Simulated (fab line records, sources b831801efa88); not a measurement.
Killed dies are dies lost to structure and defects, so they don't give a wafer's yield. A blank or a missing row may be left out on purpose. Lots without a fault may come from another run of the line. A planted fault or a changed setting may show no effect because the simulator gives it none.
Problem report in the 8D (eight disciplines) form, filled by code | flow sky130 | the parts of the form that need people (team, actions taken, sign-off) are left out

1. THE PROBLEM
cathode_dc_power_W at SKY_METAL1_SPUTTER_01 reads a mean of 8810.1 W on 2 wafers of 2 lots; wafers without a fault read 6500.2 W with a standard deviation of 1.1. That is +99 or more standard deviations from the usual mean.
The step: material TiN, target thk 20 nm, time 16.7 s.
First seen on wafer L409.1, day 33 18:57, on pvd_sputter-04. The record holds 36 wafers of 12 lots with a number at this step. Rule for "out", or "out of limits": more than 4 standard deviations from the usual mean. The other wafers with a number count as sound.

2. WHAT IT IS AND WHAT IT IS NOT
question                    | is                 | is not
which readings at this step | cathode_dc_power_W | -
which lots                  | L409, L410         | L393, L399, L400, L403, L406, L411, L412, L413, L415, L416
which wafers of those lots  | L409.1, L410.3     | L409.5, L409.6, L410.1, L410.6
read on which tools         | pvd_sputter-04     | pvd_sputter-01, pvd_sputter-02
when                        | from day 33 18:57  | up to then (17 sound wafers); but 17 sound wafers of L410, L411, L412, L413, L415, L416 came after

3. SUSPECTS, AND WHAT RULES EACH OUT
Counting: a tool at a process step up to the reading stays a suspect if it ran every lot that is out. Sound lots after the first of them don't rule it out here, since some wafers of a struck lot are sound.
- pvd_sputter-04 at SKY_METAL1_SPUTTER_01 (material TiN, target thk 20 nm, time 16.7 s): kept. It ran every lot that is out, first L409 (day 33 18:57); its last sound lot up to then is L406 (day 32 18:37). Its own readings are out on those wafers: cathode_dc_power_W.
Left after counting: pvd_sputter-04 at SKY_METAL1_SPUTTER_01.

4. THE CAUSE (what the simulator had put in)
Process parameter drift: pvd_sputter-04, from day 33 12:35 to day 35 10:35, at SKY_METAL1_SPUTTER_01. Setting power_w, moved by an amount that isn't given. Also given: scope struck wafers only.
Counting left only this tool.

5. THE CHAIN OF EFFECTS, in route order
Each row: a reading whose mean over the struck wafers that have a number lies more than 3 standard deviations from the usual. Only readings for which the record gives a usual standard deviation are gone through. hours: the time from each lot's start at the first step in this table that gives one to its start at this step, as a median over the lots. sigmas: the change in usual standard deviations.
hours | step                  | reading            | usual    | on struck wafers | change  | sigmas
0     | SKY_METAL1_SPUTTER_01 | cathode_dc_power_W | 6500.2 W | 8810.1           | +2309.9 | +99 or more
The process steps in it:
- SKY_METAL1_SPUTTER_01: material TiN, target thk 20 nm, time 16.7 s.
Later measuring or inspecting steps at which every struck wafer that the step has a row for has a number for every such reading, and none has moved that far: SKY_METAL1_RS_MEAS_05.

6. WHAT WOULD HAVE CAUGHT IT SOONER
In this record the first reading out of limits was taken at day 33 18:57, 6 hours after the fault began at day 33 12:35.
